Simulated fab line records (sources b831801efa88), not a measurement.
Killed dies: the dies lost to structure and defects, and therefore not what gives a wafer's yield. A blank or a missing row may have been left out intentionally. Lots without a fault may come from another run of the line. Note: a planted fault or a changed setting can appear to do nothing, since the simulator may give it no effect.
Matching of chambers	flow gf180mcu	rie-si-02 running GF_POLY_GATE_ETCH_13: 4 sister chambers
The step etches poly-Si in HBr/Cl2, stops on SiO2, target depth 198.5 nm, time 69.6 s. 7 wafers are shown with their chamber, then 8 later ones without.

== WAFERS WITH THEIR CHAMBER ==
wafer	chamber	drypump-motor-current-A (A)	oes-product-au (a.u.)
L369.1	0	5.80	0.987
L369.5	3	5.52	0.994
L369.6	0	5.81	0.984
L373.4	2	5.73	0.998
L373.5	1	5.45	1.003
L373.6	2	5.73	0.999
L374.1	1	5.44	0.985

== WAFERS WHOSE CHAMBER IS MISSING ==
wafer	drypump-motor-current-A (A)	oes-product-au (a.u.)
L374.3	5.58	0.988
L374.6	5.74	0.994
L376.1	5.74	0.990
L376.4	5.45	0.991
L376.5	5.72	0.975
L381.4	5.52	0.986
L381.5	5.44	0.980
L381.6	5.72	0.988

== WHICH CHAMBER EACH ONE RAN IN ==
wafer	from the rows above	in truth
L374.3	3	3
L374.6	2	2
L376.1	2	2
L376.4	1	1
L376.5	2	2
L381.4	3	3
L381.5	1	1
L381.6	2	2
Correctly placed: 8 of 8. From these rows, 0 cannot be placed. Number placed wrongly: 0.
How it was worked out, from the rows above alone: a wafer's distance from a chamber is the root of the sum, over the readings, of the square of ((its reading less the chamber's mean) divided by the reading's scatter). If the next closest chamber is less than 2 further off than the closest, the wafer can't be placed; otherwise it belongs to the closest. The mean given for a chamber averages the wafers shown for that chamber. How the scatter is found: for the shown wafers, subtract from each reading the mean of its chamber, square and add these, divide the total by (wafers less chambers), then take the root.
